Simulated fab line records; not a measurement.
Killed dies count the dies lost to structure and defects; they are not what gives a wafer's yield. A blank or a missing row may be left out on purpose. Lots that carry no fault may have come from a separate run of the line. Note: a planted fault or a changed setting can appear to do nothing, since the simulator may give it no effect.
Matching of chambers    flow gf180mcu    cmp-02 running GF_V5_CMP_26: 4 sister chambers
The step polishes, stops on SiO2, t overpolish 15 s, target thk 0 nm. 4 wafers are shown with their chamber, then 9 later ones without.

== WAFERS, EACH WITH ITS CHAMBER ==
wafer   chamber  motorCurrentA (A)
L372.1  0        12.0
L377.6  1        9.2
L379.5  3        11.0
L379.6  2        10.5

== WAFERS WITHOUT THEIR CHAMBER ==
wafer   motorCurrentA (A)
L380.1  11.4
L380.2  10.8
L380.5  9.1
L382.2  9.3
L382.3  11.5
L382.5  8.7
L383.3  11.2
L383.5  10.5
L383.6  11.0

== THE CHAMBER EACH PASSED THROUGH ==
wafer   from the rows above           in truth
L380.1  can't be placed: 3 or 0 or 2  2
L380.2  can't be placed: 3 or 2       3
L380.5  1                             1
L382.2  1                             1
L382.3  can't be placed: 0 or 3 or 2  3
L382.5  1                             1
L383.3  can't be placed: 3 or 2       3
L383.5  can't be placed: 2 or 3       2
L383.6  can't be placed: 3 or 2       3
3 of 9 placed correctly. Can't be placed from these rows: 6 (the true chamber is among the candidates in 6). Number placed wrongly: 0.
How it was worked out, from the rows above alone: a wafer's distance from a chamber is the root of the sum, over the readings, of the square of ((its reading less the chamber's mean) divided by the reading's scatter). The wafer belongs to the nearest chamber; if the next one is less than 2 further off, it can't be placed. The mean given for a chamber averages the wafers shown for that chamber. The scatter: root of mean squared gap, hidden wafer to nearest shown wafer, with one shown wafer a chamber.
